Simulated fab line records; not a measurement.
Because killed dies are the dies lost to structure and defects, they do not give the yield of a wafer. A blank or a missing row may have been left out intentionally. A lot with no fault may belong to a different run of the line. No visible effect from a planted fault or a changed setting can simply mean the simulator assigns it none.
Matching of chambers + flow sky130 + SKY_POLY_GATE_ETCH_17 on rie-si-01: 4 sister chambers
The step etches poly-Si in HBr/Cl2, stops on SiO2, target depth 180 nm, time 70.5 s. 4 wafers are shown with their chamber, then 8 later ones without.

== WAFERS, EACH WITH ITS CHAMBER ==
| wafer  | chamber | drypump-motor-current-A (A) |
|--------|---------|-----------------------------|
| L142.3 | 0       | 6.5                         |
| L145.6 | 3       | 5.4                         |
| L147.1 | 2       | 5.1                         |
| L156.1 | 1       | 6.5                         |

== WAFERS WITH NO CHAMBER GIVEN ==
| wafer  | drypump-motor-current-A (A) |
|--------|-----------------------------|
| L156.2 | 6.5                         |
| L156.4 | 5.1                         |
| L157.3 | 5.1                         |
| L157.5 | 5.3                         |
| L157.6 | 5.1                         |
| L160.2 | 5.1                         |
| L160.3 | 5.3                         |
| L160.5 | 6.5                         |

== EACH ONE'S CHAMBER ==
| wafer  | from the rows above     | in truth |
|--------|-------------------------|----------|
| L156.2 | can't be placed: 0 or 1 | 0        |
| L156.4 | 2                       | 2        |
| L157.3 | 2                       | 2        |
| L157.5 | can't be placed: 3 or 2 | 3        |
| L157.6 | 2                       | 2        |
| L160.2 | 2                       | 2        |
| L160.3 | can't be placed: 3 or 2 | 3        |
| L160.5 | can't be placed: 0 or 1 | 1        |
4 of 8 placed correctly. Unplaceable from these rows: 4, with the true chamber sitting among the candidates in 4. Number placed wrongly: 0.
How it was worked out, from the rows above alone: a wafer's distance from a chamber is the root of the sum, over the readings, of the square of ((its reading less the chamber's mean) divided by the reading's scatter). The wafer belongs to the nearest chamber; if the next one is less than 2 further off, it can't be placed. Each chamber's mean is taken over the wafers shown for it. The scatter (one wafer shown for each chamber): square how far every hidden wafer sits from the nearest shown wafer, average those squares and take the square root.
